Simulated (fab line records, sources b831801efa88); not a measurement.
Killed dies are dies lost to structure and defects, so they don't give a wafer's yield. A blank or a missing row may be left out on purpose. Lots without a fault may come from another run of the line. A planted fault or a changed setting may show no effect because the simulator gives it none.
fab line records | flow sky130
record lots=10 wafers=29 last_day=50
route steps=708 shown LDD_P@265 SPACER@305 SD_P@331 RES_XHIGH@339
lots that met no fault: from a run of the same line without faults
start_h: hours from the record's first day to the start of the lot's first wafer shown | wait_h: hours since the lot's step before | " the same as in the row above | L1.1+2: a row that stands for several wafers | - no value, or no start given | * or withheld: withheld | < > ~ a bound
route shown NAME@n: a module of which the file shows steps, and the number in the route of the first | usual: mean/standard deviation of fault-free wafers | same: alike in all rows | chamber/n: place in a boat | sites: the reading at each site | _std_site: their standard deviation | _edge_site: outer sites' mean less inner sites' | radius_mm: how far each site lies from the wafer's centre | mask NAME#n: copy n | behind: the tool/chamber that last shaped the wafer | hold: why the lot was held/for how many hours/how that ended | device: the transistor (n, p or np) that didn't switch | end of line: the same wafers' tests at the end of the route | a step without rows: its recipe alone | killed: dies lost to structure and defects at the first sort, not the wafer's yield | map: a wafer's dies, x killed, . not, _ none there
set.NAME: the setting as run; set.NAME@STEP: as run at that earlier step | model.NAME: the simulator's own value behind a step, which no gauge read
steps of the route over a sample of lots; a table a step, a row a wafer
services: from which hour (start_h, from the record's first day; less than 0 if before it) a tool's chamber was out of use, for how many hours, and why
## steps
# step SKY_LDD_P_STRIP_10
# recipe chemistry=O2/N2 power_w=1400 pressure_mtorr=1500 platen_temp_c=withheld o2_flow_sccm=3000 n2_flow_sccm=300 overash_fraction=0.5
# usual chamber_pressure_mTorr=1500.0/1.3 drypump_motor_current_A=5.9/0.43 o2_flow_sccm=3000/9.5 oes_product_au=0.715/0.0043 strip_time_to_endpoint_s=14.18/0.038
# columns lot.wafer tool chamber start_h wait_h chamber_pressure_mTorr drypump_motor_current_A o2_flow_sccm oes_product_au rf_hours_counter_h strip_time_to_endpoint_s
L652.2 plasma_asher-02 1 454.67 0.1 1498.9 6.3 2996 0.705 64 14.13
L652.3 " 0 " " 1498.9 6.4 3001 0.718 - 14.21
L652.6 " 0 " " 1500.0 6.4 2987 0.715 - 14.15
L653.1 plasma_asher-03 1 476.66 0.1 1501.1 5.3 2994 0.715 32 14.14
L653.4 " 0 " " 1500.5 5.8 3001 0.715 - 14.19
L653.5 " 0 " " 1497.4 5.7 2995 0.716 - 14.15
L655.1 plasma_asher-01 1 487.06 0.1 1500.2 5.9 2983 0.723 77 14.17
L655.5 " 1 " " 1501.2 5.9 2998 0.726 - 14.20
L655.6 " 0 " " 1498.0 5.4 2984 0.716 - 14.17
L658.2 plasma_asher-02 0 526.02 0.1 1500.1 6.4 2998 0.711 71 14.21
L658.5 " 1 " " 1501.7 6.3 3009 0.714 - 14.24
L658.6 " 0 " " 1500.4 6.4 3008 0.710 - 14.23
L663.2 plasma_asher-02 1 599.16 0.1 1497.0 6.3 2984 0.717 78 14.21
L663.3 " 1 " " 1501.9 6.3 2983 0.712 - 14.19
L663.6 " 1 " " 1499.4 6.3 2987 0.720 - 14.20
L666.1 plasma_asher-03 0 599.46 0.1 1499.8 5.7 2979 0.727 44 14.19
L666.3 " 1 " " 1497.9 5.3 3001 0.721 - 14.19
L666.6 " 1 " " 1497.7 5.3 2999 0.720 - 14.20
L665.3 plasma_asher-01 1 599.60 0.1 1501.6 5.9 3000 0.712 - 14.20
L665.4 " 0 " " 1501.8 5.4 3004 0.713 - 14.11
L665.6 " 0 " " 1500.0 5.4 3010 0.716 - 14.17
L664.1 plasma_asher-03 0 601.66 0.1 1500.2 5.7 3007 0.714 44 14.13
L664.3 " 0 " " 1500.5 5.7 3009 0.717 - 14.14
L664.5 " 0 " " 1500.3 5.7 3003 0.711 - 14.21
L670.1 plasma_asher-03 0 627.76 0.1 1499.3 5.8 2994 0.710 47 14.16
L670.4 " 0 " " 1498.7 5.7 3003 0.727 - 14.16
L671.2 plasma_asher-02 1 647.71 0.1 1500.2 6.3 2991 0.721 83 14.15
L671.3 " 0 " " 1500.9 6.4 2993 0.716 - 14.17
L671.6 " 1 " " 1498.3 6.3 3004 0.707 - 14.19
# step SKY_SPACER_THK_MEAS_01
# recipe reads=Si3N4_of_SPACER_CVD_00
# usual SPACER_CVD_00_THK=42.7/0.42
# columns lot.wafer tool chamber start_h wait_h SPACER_CVD_00_THK[nm]
L652.2 film_metro-03 - 548.94 0.0 43.2
L652.3 " - " " 43.1
L652.6 " - " " 42.9
L653.1 film_metro-03 - 573.02 0.0 42.7
L653.4 " - " " 42.8
L653.5 " - " " 42.4
L655.1 film_metro-01 - 581.16 0.0 42.9
L655.5 " - " " 42.7
L655.6 " - " " 42.1
L658.2 film_metro-01 - 621.63 0.0 42.8
L658.5 " - " " 42.8
L658.6 " - " " 42.8
L666.1 film_metro-01 - 690.11 0.0 42.9
L666.3 " - " " 42.7
L666.6 " - " " 42.8
L663.2 film_metro-02 - 690.12 0.0 42.6
L663.3 " - " " 42.6
L663.6 " - " " 42.3
L664.1 film_metro-01 - 691.31 0.0 42.0
L664.3 " - " " 42.2
L664.5 " - " " 42.0
L665.3 film_metro-03 - 691.33 0.0 42.8
L665.4 " - " " 43.3
L665.6 " - " " 42.5
L670.1 film_metro-02 - 715.37 0.0 42.6
L670.4 " - " " 42.0
L671.2 film_metro-03 - 735.03 0.0 42.6
L671.3 " - " " 42.9
L671.6 " - " " 42.8
# step SKY_SD_P_TW_MEAS_11
# usual SD_P_TW=2827/18
# columns lot.wafer tool chamber start_h wait_h SD_P_TW
L652.2 film_metro-03 - 609.23 0.1 2816
L652.3 " - " " 2801
L652.6 " - " " 2818
L653.1 film_metro-04 - 633.46 0.1 2815
L653.4 " - " " 2830
L653.5 " - " " 2826
L655.1 film_metro-03 - 641.21 0.1 2815
L655.5 " - " " 2808
L655.6 " - " " 2810
L658.2 film_metro-02 - 679.32 0.1 2836
L658.5 " - " " 2857
L658.6 " - " " 2840
L666.1 film_metro-03 - 746.62 0.1 2813
L666.3 " - " " 2812
L666.6 " - " " 2826
L663.2 film_metro-02 - 746.97 0.1 2861
L663.3 " - " " 2855
L663.6 " - " " 2870
L665.3 film_metro-03 - 748.38 0.1 2821
L665.4 " - " " 2816
L665.6 " - " " 2804
L664.1 film_metro-03 - 748.67 0.1 2807
L664.3 " - " " 2809
L664.5 " - " " 2809
L670.1 film_metro-03 - 770.43 0.1 2802
L670.4 " - " " 2805
L671.2 film_metro-02 - 787.32 0.1 2834
L671.3 " - " " 2828
L671.6 " - " " 2819
# step SKY_RES_XHIGH_IMPLANT_07
# recipe species=BF2 energy_kev=20 dose_cm2=3.6e+14 tilt_deg=0
# usual dose_ions_cm2=3.601e+14/4e+11
# same implant_ion_amu=49
# columns lot.wafer tool chamber start_h wait_h dose_ions_cm2
L652.2 implanter-04 0 638.64 0.1 3.6e+14
L652.3 " 0 " " 3.601e+14
L652.6 " 0 " " 3.597e+14
L653.1 implanter-03 0 662.50 0.1 3.603e+14
L653.4 " 0 " " 3.601e+14
L653.5 " 0 " " 3.6e+14
L655.1 implanter-04 0 670.40 0.1 3.606e+14
L655.5 " 0 " " 3.6e+14
L655.6 " 0 " " 3.6e+14
L658.2 implanter-04 0 708.55 0.1 3.6e+14
L658.5 " 0 " " 3.601e+14
L658.6 " 0 " " 3.602e+14
L666.1 implanter-03 0 772.25 0.1 3.601e+14
L666.3 " 0 " " 3.599e+14
L666.6 " 0 " " 3.601e+14
L663.2 implanter-04 0 772.58 0.1 3.596e+14
L663.3 " 0 " " 3.585e+14
L663.6 " 0 " " 3.599e+14
L665.3 implanter-04 0 773.57 0.1 3.605e+14
L665.4 " 0 " " 3.599e+14
L665.6 " 0 " " 3.602e+14
L664.1 implanter-02 0 774.42 0.1 3.598e+14
L664.3 " 0 " " 3.6e+14
L664.5 " 0 " " 3.602e+14
L670.1 implanter-04 0 793.85 0.1 3.602e+14
L670.4 " 0 " " 3.603e+14
L671.2 implanter-04 0 810.33 0.1 3.596e+14
L671.3 " 0 " " 3.596e+14
L671.6 " 0 " " 3.592e+14
# step SKY_RES_XHIGH_STRIP_08
# recipe chemistry=O2/N2 power_w=1400 pressure_mtorr=1500 platen_temp_c=withheld o2_flow_sccm=3000 n2_flow_sccm=300 overash_fraction=0.5
# usual chamber_pressure_mTorr=1500.1/1.2 drypump_motor_current_A=5.6/0.36 o2_flow_sccm=2999/10 oes_product_au=0.711/0.0048 strip_time_to_endpoint_s=14.26/0.037
# columns lot.wafer tool chamber start_h wait_h chamber_pressure_mTorr drypump_motor_current_A o2_flow_sccm oes_product_au rf_hours_counter_h strip_time_to_endpoint_s
L652.2 plasma_asher-04 0 638.77 0.1 1501.0 6.3 3018 0.714 21 14.32
L652.3 " 1 " " 1499.6 5.1 3000 0.713 - 14.30
L652.6 " 1 " " 1499.2 5.1 2999 0.711 - 14.30
L653.1 plasma_asher-03 1 662.65 0.1 1498.4 5.4 2992 0.715 50 14.24
L653.4 " 0 " " 1502.2 5.8 3016 0.713 - 14.21
L653.5 " 0 " " 1500.1 5.8 3005 0.710 - 14.20
L655.1 plasma_asher-03 1 670.55 0.1 1502.6 5.3 3004 0.712 51 14.26
L655.5 " 0 " " 1500.0 5.7 3003 0.702 - 14.25
L655.6 " 1 " " 1501.4 5.3 2999 0.706 - 14.23
L658.2 plasma_asher-01 1 708.67 0.1 1502.0 5.9 3006 0.709 99 14.19
L658.5 " 1 " " 1499.9 5.9 2998 0.714 - 14.24
L658.6 " 0 " " 1499.9 5.4 3022 0.704 - 14.23
L666.1 plasma_asher-04 1 772.40 0.1 1500.1 5.1 2999 0.713 34 14.25
L666.3 " 0 " " 1501.0 6.3 3013 0.712 - 14.24
L666.6 " 1 " " 1500.3 5.0 2991 0.715 - 14.23
L663.2 plasma_asher-03 0 772.70 0.1 1500.0 5.7 3012 0.715 61 14.25
L663.3 " 0 " " 1499.8 5.7 2995 0.707 - 14.22
L663.6 " 1 " " 1501.8 5.3 3001 0.713 - 14.26
L665.3 plasma_asher-03 1 773.70 0.1 1501.4 5.3 3013 0.713 - 14.26
L665.4 " 0 " " 1500.6 5.7 3011 0.713 - 14.27
L665.6 " 0 " " 1499.3 5.8 3006 0.711 - 14.29
L664.1 plasma_asher-01 0 774.57 0.1 1499.2 5.4 2988 0.711 3 14.25
L664.3 " 1 " " 1501.8 5.9 3014 0.713 - 14.28
L664.5 " 1 " " 1501.1 5.9 3002 0.716 - 14.24
L670.1 plasma_asher-03 0 794.00 0.1 1498.3 5.8 3006 0.717 63 14.15
L670.4 " 0 " " 1501.1 5.7 2992 0.709 - 14.27
L671.2 plasma_asher-03 0 810.45 0.1 1499.6 5.7 3005 0.706 65 14.27
L671.3 " 0 " " 1499.9 5.8 2994 0.718 - 14.22
L671.6 " 0 " " 1500.6 5.8 2999 0.713 - 14.14
# step SKY_RES_XHIGH_TW_MEAS_09
# usual RES_XHIGH_TW=1642/9.6
# columns lot.wafer tool chamber start_h wait_h RES_XHIGH_TW
L652.2 film_metro-02 - 638.88 0.1 1656
L652.3 " - " " 1658
L652.6 " - " " 1651
L653.1 film_metro-04 - 662.75 0.1 1635
L653.4 " - " " 1639
L653.5 " - " " 1645
L655.1 film_metro-02 - 670.65 0.1 1645
L655.5 " - " " 1633
L655.6 " - " " 1635
L658.2 film_metro-02 - 708.78 0.1 1647
L658.5 " - " " 1644
L658.6 " - " " 1645
L666.1 film_metro-02 - 772.50 0.1 1639
L666.3 " - " " 1646
L666.6 " - " " 1636
L663.2 film_metro-04 - 772.81 0.1 1648
L663.3 " - " " 1647
L663.6 " - " " 1656
L665.3 film_metro-04 - 773.79 0.1 1650
L665.4 " - " " 1650
L665.6 " - " " 1641
L664.1 film_metro-03 - 774.67 0.1 1626
L664.3 " - " " 1623
L664.5 " - " " 1625
L670.1 film_metro-02 - 794.10 0.1 1474
L670.4 " - " " 1651
L671.2 film_metro-03 - 810.56 0.1 1630
L671.3 " - " " 1639
L671.6 " - " " 1464
# step SKY_SD_N_RS_MEAS_18
# recipe thk_meas_gauge=four-point-probe
# usual RES_XHIGH_RS=333.3/0.89
# columns lot.wafer tool chamber start_h wait_h RES_XHIGH_RS[ohm/sq]
L652.2 film_metro-03 - 668.50 0.1 333.0
L652.3 " - " " 331.6
L652.6 " - " " 332.1
L653.1 film_metro-03 - 692.48 0.1 333.1
L653.4 " - " " 332.5
L653.5 " - " " 333.2
L655.1 film_metro-02 - 699.75 0.1 333.0
L655.5 " - " " 333.1
L655.6 " - " " 333.8
L658.2 film_metro-03 - 736.98 0.1 332.8
L658.5 " - " " 332.0
L658.6 " - " " 333.1
L666.1 film_metro-03 - 796.39 0.1 333.8
L666.3 " - " " 332.8
L666.6 " - " " 334.0
L663.2 film_metro-02 - 797.50 0.1 332.5
L663.3 " - " " 332.5
L663.6 " - " " 332.0
L665.3 film_metro-02 - 798.49 0.1 335.7
L665.4 " - " " 335.3
L665.6 " - " " 334.2
L664.1 film_metro-02 - 799.85 0.1 332.9
L664.3 " - " " 334.0
L664.5 " - " " 334.5
L670.1 film_metro-04 - 820.04 0.1 447.5
L670.4 " - " " 332.2
L671.2 film_metro-03 - 838.21 0.1 331.8
L671.3 " - " " 332.8
L671.6 " - " " 448.6
## services
# columns tool chamber start_h hours kind
implanter-04 - 436.73 3.9 repair
plasma_asher-02 - 442.98 0.7 repair
implanter-03 - 451.11 7.9 repair
plasma_asher-03 - 453.29 5.7 repair
implanter-03 - 455.55 0.9 repair
plasma_asher-04 - 473.47 1.1 repair
plasma_asher-02 - 504.87 1.4 repair
plasma_asher-03 - 508.74 1.7 repair
implanter-04 - 536.89 1.5 repair
implanter-04 - 551.37 4.9 pm
plasma_asher-02 - 554.88 2.8 pm
implanter-04 - 584.46 6.3 repair
plasma_asher-03 - 593.80 0.9 repair
implanter-03 - 605.73 4.0 pm
plasma_asher-02 - 619.53 0.8 repair
plasma_asher-04 - 630.83 3.0 repair
plasma_asher-04 - 634.47 2.8 pm
implanter-04 - 642.64 3.8 pm
implanter-04 - 663.58 2.0 repair
implanter-03 - 690.94 2.1 repair
implanter-03 - 708.05 2.4 repair
implanter-04 - 729.08 3.9 repair
plasma_asher-01 - 733.75 9.0 pm
implanter-04 - 804.10 4.9 repair
## key
first_sign step=SKY_RES_XHIGH_STRIP_08 reading=strip_time_to_endpoint_s direction=down sigmas=3.3 usual=* struck=*
effect step=SKY_RES_XHIGH_TW_MEAS_09 reading=RES_XHIGH_TW direction=down sigmas=18 usual=1642 struck=1469
effect step=SKY_SD_N_RS_MEAS_18 reading=RES_XHIGH_RS direction=up sigmas=99+ usual=333.3 struck=448.1
met_at SKY_RES_XHIGH_IMPLANT_07
struck_lots L670,L671
struck_wafers L670.1,L671.6
tester_left_out L670,L671
not_acting_at SKY_LDD_P_STRIP_10,SKY_SPACER_THK_MEAS_01,SKY_SD_P_TW_MEAS_11
onset_between 773.57 793.85
fault kind=process_parameter_drift tool=implanter-04 chamber=- onset_h=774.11 steps=SKY_RES_XHIGH_IMPLANT_07 channel=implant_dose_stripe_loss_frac offset=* shape=step end_h=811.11 scope=struck_wafers_only
# tester_left_out: of these lots the tester's yield and bins aren't shown, on N5 and GAA mostly nor the transistor test; their killed dies are dies lost to structure and defects alone, not to doping, threshold or leakage, so they don't give the yield
